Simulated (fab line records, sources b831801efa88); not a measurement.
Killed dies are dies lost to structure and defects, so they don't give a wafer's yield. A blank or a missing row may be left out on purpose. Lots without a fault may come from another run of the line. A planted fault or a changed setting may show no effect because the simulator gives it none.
Which tool did it? | flow sky130 | 15 lots, 45 wafers sampled, at 4 steps of a route of 708

WHAT THE GAUGES READ, wafer by wafer
The record holds no reading of a measuring or inspecting step that can be judged against a usual standard deviation.

WHICH TOOL RAN EACH LOT (tool, then ch and the chambers of the sampled wafers, then the start)
lot  | SKY_METAL5_SPUTTER_02        | SKY_PASSIVATION_CVD_02          | SKY_PASSIVATION_PEB_09            | SKY_PAD_OPEN_STRIP_08
L298 | pvd_sputter-02, day 44 12:08 | pecvd-03 ch 0,2, day 45 12:04   | litho_track-02 ch 0, day 46 07:00 | plasma_asher-04 ch 0,1, day 47 06:09
L299 | pvd_sputter-04, day 44 14:41 | pecvd-01 ch 0,1,2, day 45 14:49 | litho_track-03 ch 0, day 46 11:00 | plasma_asher-04 ch 0,1, day 47 08:58
L301 | pvd_sputter-04, day 45 11:46 | pecvd-02 ch 0,1,2, day 46 10:32 | litho_track-02 ch 0, day 47 07:00 | plasma_asher-02 ch 0,1, day 48 04:01
L303 | pvd_sputter-02, day 45 14:01 | pecvd-01 ch 0,1, day 46 11:39   | litho_track-02 ch 0, day 47 08:00 | plasma_asher-02 ch 0,1, day 48 06:19
L304 | pvd_sputter-02, day 46 08:27 | pecvd-02 ch 0,1,2, day 47 07:29 | litho_track-04 ch 0, day 48 03:00 | plasma_asher-02 ch 0,1, day 48 23:50
L305 | pvd_sputter-04, day 46 11:13 | pecvd-01 ch 0,1,2, day 47 09:07 | litho_track-03 ch 0, day 48 05:00 | plasma_asher-03 ch 0,1, day 49 01:43
L306 | pvd_sputter-02, day 46 11:31 | pecvd-03 ch 1,2, day 47 09:07   | litho_track-03 ch 0, day 48 05:00 | plasma_asher-02 ch 0,1, day 49 02:13
L309 | pvd_sputter-02, day 47 11:13 | pecvd-02 ch 1,2, day 48 09:00   | litho_track-04, day 49 04:00      | plasma_asher-03 ch 0,1, day 49 23:04
L310 | pvd_sputter-02, day 47 15:16 | pecvd-03 ch 0,1,2, day 48 12:44 | litho_track-02, day 49 08:00      | plasma_asher-03 ch 0,1, day 50 03:25
L311 | pvd_sputter-01, day 47 16:16 | pecvd-02 ch 1,2, day 48 14:03   | litho_track-03, day 49 09:00      | plasma_asher-02 ch 0, day 50 04:30
L316 | pvd_sputter-02, day 49 02:28 | pecvd-02 ch 0,1,2, day 49 21:52 | litho_track-02 ch 0, day 50 14:00 | plasma_asher-04 ch 0,1, day 51 07:51
L317 | pvd_sputter-01, day 49 02:37 | pecvd-02 ch 0,1,2, day 49 22:33 | litho_track-02 ch 0, day 50 15:00 | plasma_asher-02 ch 0,1, day 51 08:39
L318 | pvd_sputter-01, day 49 14:20 | pecvd-01 ch 0,1,2, day 50 08:41 | litho_track-02 ch 0, day 51 01:00 | plasma_asher-04 ch 0,1, day 51 17:46
L319 | pvd_sputter-04, day 49 15:25 | pecvd-03 ch 1,2, day 50 10:36   | litho_track-03 ch 0, day 51 01:00 | plasma_asher-02 ch 0, day 51 17:55
L320 | pvd_sputter-04, day 49 22:05 | pecvd-02 ch 0,1, day 50 16:20   | litho_track-04 ch 0, day 51 08:00 | plasma_asher-04 ch 0,1, day 52 00:01
- SKY_METAL5_SPUTTER_02: material AlCu, target thk 1150 nm, time 58.66 s.
- SKY_PASSIVATION_CVD_02: deposits Si3N4, target thk 540 nm.
- SKY_PASSIVATION_PEB_09
- SKY_PAD_OPEN_STRIP_08: strips in O2/N2.

WHAT THE TOOLS THEMSELVES READ (means of the sampled wafers that have a number; where no wafer has one, the mark that the record gives instead)
SKY_METAL5_SPUTTER_02. Usual: throttle_valve_pct 29.9 %, standard deviation 0.9.
lot  | tool           | throttle_valve_pct (%) | flag
L298 | pvd_sputter-02 | 30.4                   |
L299 | pvd_sputter-04 | 28.6                   |
L301 | pvd_sputter-04 | 30.5                   |
L303 | pvd_sputter-02 | 30.5                   |
L304 | pvd_sputter-02 | 30.2                   |
L305 | pvd_sputter-04 | 30.0                   |
L306 | pvd_sputter-02 | 30.4                   |
L309 | pvd_sputter-02 | 30.3                   |
L310 | pvd_sputter-02 | 30.4                   |
L311 | pvd_sputter-01 | 28.6                   |
L316 | pvd_sputter-02 | 30.3                   |
L317 | pvd_sputter-01 | 29.4                   |
L318 | pvd_sputter-01 | 28.7                   |
L319 | pvd_sputter-04 | 29.9                   |
L320 | pvd_sputter-04 | 30.1                   |

SKY_PASSIVATION_CVD_02. Usual: heater_power_w 745 W, standard deviation 99; susceptor_temp_C 400.01 C, standard deviation 0.21.
lot  | tool     | heater_power_w (W) | susceptor_temp_C (C) | flag
L298 | pecvd-03 | 733                | 400.14               |
L299 | pecvd-01 | 731                | 399.92               |
L301 | pecvd-02 | 773                | 399.86               |
L303 | pecvd-01 | 670                | 399.78               |
L304 | pecvd-02 | 700                | 400.26               |
L305 | pecvd-01 | 715                | 399.93               |
L306 | pecvd-03 | 784                | 400.05               |
L309 | pecvd-02 | 801                | 399.81               |
L310 | pecvd-03 | 727                | 400.15               |
L311 | pecvd-02 | 792                | 400.04               |
L316 | pecvd-02 | 746                | 399.96               |
L317 | pecvd-02 | 788                | 399.97               |
L318 | pecvd-01 | 731                | 399.96               |
L319 | pecvd-03 | 824                | 400.12               |
L320 | pecvd-02 | 707                | 400.21               |

SKY_PASSIVATION_PEB_09. Usual: chill_plate_temp_C 23.01 C, standard deviation 0.099; exhaust_pa 44.9 Pa, standard deviation 0.86.
lot  | tool           | chill_plate_temp_C (C) | exhaust_pa (Pa) | flag
L298 | litho_track-02 | 23.10                  | 44.7            |
L299 | litho_track-03 | 23.06                  | 43.9            |
L301 | litho_track-02 | 23.04                  | 46.0            |
L303 | litho_track-02 | 23.07                  | 44.7            |
L304 | litho_track-04 | 23.04                  | 46.0            |
L305 | litho_track-03 | 22.91                  | 45.5            |
L306 | litho_track-03 | 23.02                  | 44.3            |
L309 | litho_track-04 | -                      | -               | OFF
L310 | litho_track-02 | -                      | -               | OFF
L311 | litho_track-03 | -                      | -               | OFF
L316 | litho_track-02 | 23.06                  | 45.4            |
L317 | litho_track-02 | 23.01                  | 43.6            |
L318 | litho_track-02 | 23.02                  | 45.7            |
L319 | litho_track-03 | 23.14                  | 44.6            |
L320 | litho_track-04 | 23.11                  | 45.5            |

SKY_PAD_OPEN_STRIP_08. Usual: drypump_motor_current_A 5.80 A, standard deviation 0.24; oes_product_au 0.662 a.u., standard deviation 0.0043.
lot  | tool            | drypump_motor_current_A (A) | oes_product_au (a.u.) | flag
L298 | plasma_asher-04 | 5.95                        | 0.664                 |
L299 | plasma_asher-04 | 5.94                        | 0.662                 |
L301 | plasma_asher-02 | 5.82                        | 0.658                 |
L303 | plasma_asher-02 | 5.90                        | 0.666                 |
L304 | plasma_asher-02 | 5.87                        | 0.660                 |
L305 | plasma_asher-03 | 5.63                        | 0.659                 |
L306 | plasma_asher-02 | 5.82                        | 0.661                 |
L309 | plasma_asher-03 | 5.43                        | 0.664                 |
L310 | plasma_asher-03 | 5.39                        | 0.665                 |
L311 | plasma_asher-02 | 5.94                        | 0.668                 |
L316 | plasma_asher-04 | 5.86                        | 0.661                 |
L317 | plasma_asher-02 | 5.80                        | 0.660                 |
L318 | plasma_asher-04 | 5.95                        | 0.664                 |
L319 | plasma_asher-02 | 5.99                        | 0.661                 |
L320 | plasma_asher-04 | 5.86                        | 0.663                 |

THE ANSWER, worked out from the rows above alone
Rule: a lot is off if the mean of its wafers that have a number lies more than 3 standard deviations from the usual mean. A lot without any number at a reading at which 4 lots or more have one is off too. The other lots that the step has rows for count as sound. The gauges are gone through in route order, then the tools' own readings, and for those a lot's mean is taken as printed above. The first step at which some lot is off is used, and at that step the reading that is off furthest; a lot without a number counts as furthest.
Off: L309, L310, L311, at SKY_PASSIVATION_PEB_09 (chill_plate_temp_C). Without a number there: L309, L310, L311.
A tool fits if, at that step or a process step before it, it ran every lot that is off, and no sound lot after the first of them. None of those tried fits.

WHAT THE SIMULATOR HAD PUT IN
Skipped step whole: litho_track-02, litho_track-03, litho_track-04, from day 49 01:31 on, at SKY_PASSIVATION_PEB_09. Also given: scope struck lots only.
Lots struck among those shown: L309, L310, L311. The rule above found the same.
